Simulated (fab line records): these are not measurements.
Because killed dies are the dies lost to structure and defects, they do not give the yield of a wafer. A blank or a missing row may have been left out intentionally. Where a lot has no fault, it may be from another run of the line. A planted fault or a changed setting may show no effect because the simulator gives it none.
Matching of chambers + flow sky130 + SKY_VIA3_CMP_24 on cmp-02: 4 sister chambers
The step polishes, stops on SiO2, t overpolish 20 s, target thk 0 nm. 18 wafers are shown with their chamber, then 9 later ones without.

WAFERS, EACH WITH ITS CHAMBER
| wafer  | chamber | motor-current-A (A) | time-to-endpoint-s (s) | overpolish-run-s (s) |
|--------|---------|---------------------|------------------------|----------------------|
| L729.1 | 0       | 10.4                | 88.7                   | 19.998               |
| L729.2 | 1       | 10.8                | 95.4                   | 19.985               |
| L729.6 | 1       | 11.3                | 92.5                   | 19.988               |
| L730.1 | 1       | 11.5                | 88.3                   | 19.999               |
| L730.2 | 2       | 13.0                | 94.4                   | 19.990               |
| L730.6 | 3       | 11.5                | 95.3                   | 20.011               |
| L742.1 | 2       | 11.9                | 90.6                   | 19.989               |
| L742.4 | 3       | 12.3                | 97.1                   | 20.000               |
| L742.6 | 2       | 12.3                | 91.4                   | 19.992               |
| L744.3 | 3       | 11.2                | 95.7                   | 19.998               |
| L744.4 | 1       | 11.0                | 93.0                   | 20.004               |
| L744.6 | 3       | 11.3                | 94.7                   | 19.996               |
| L745.2 | 0       | 10.9                | 90.8                   | 20.005               |
| L745.4 | 2       | 12.4                | 87.7                   | 20.015               |
| L745.5 | 1       | 11.3                | 86.4                   | 20.008               |
| L746.2 | 3       | 11.4                | 91.7                   | 19.996               |
| L746.3 | 0       | 10.9                | 85.4                   | 20.013               |
| L746.5 | 1       | 11.5                | 85.7                   | 20.012               |

SIGNATURES (averages over the wafers above)
| reading            | chamber 0 | chamber 1 | chamber 2 | chamber 3 | scatter within a chamber |
|--------------------|-----------|-----------|-----------|-----------|--------------------------|
| motor-current-A    | 10.733    | 11.233    | 12.400    | 11.540    | 0.373                    |
| time-to-endpoint-s | 88.300    | 90.217    | 91.025    | 94.900    | 3.07                     |
| overpolish-run-s   | 20.00533  | 19.99933  | 19.99650  | 20.00020  | 0.00972                  |
Rule: for a wafer and a chamber, the distance is found by dividing, reading by reading, the gap between the wafer's reading and the chamber's mean by the reading's scatter, squaring, summing and taking the root. The wafer belongs to the nearest chamber; if the next one is less than 2 further off, it can't be placed. The scatter: the root of (the sum of the squares of (reading less its chamber's mean) over the shown wafers, divided by (wafers less chambers)).

WAFERS WITHOUT THEIR CHAMBER
| wafer  | motor-current-A (A) | time-to-endpoint-s (s) | overpolish-run-s (s) |
|--------|---------------------|------------------------|----------------------|
| L748.3 | 11.6                | 90.5                   | 20.008               |
| L748.4 | 11.5                | 94.8                   | 19.991               |
| L748.6 | 10.2                | 91.7                   | 19.997               |
| L749.1 | 11.6                | 99.7                   | 20.006               |
| L749.3 | 10.9                | 91.4                   | 20.009               |
| L749.6 | 11.4                | 93.0                   | 20.004               |
| L751.1 | 11.0                | 88.9                   | 20.013               |
| L751.2 | 11.6                | 90.1                   | 20.006               |
| L751.3 | 12.4                | 91.5                   | 20.016               |

CHAMBER TAKEN BY EACH
| wafer  | from the rows above               | in truth |
|--------|-----------------------------------|----------|
| L748.3 | can't be placed: 1 or 3 or 0 or 2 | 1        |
| L748.4 | can't be placed: 3 or 1 or 2      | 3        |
| L748.6 | can't be placed: 0 or 1 or 3      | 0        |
| L749.1 | can't be placed: 3 or 1 or 2      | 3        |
| L749.3 | can't be placed: 0 or 1 or 3      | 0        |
| L749.6 | can't be placed: 3 or 1 or 0      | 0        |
| L751.1 | can't be placed: 0 or 1 or 3      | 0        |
| L751.2 | can't be placed: 1 or 3 or 2 or 0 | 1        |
| L751.3 | can't be placed: 2 or 3 or 1      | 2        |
0 of 9 placed correctly. These rows do not allow placing 9 (true chamber among the candidates in 9). Wrongly placed: 0.
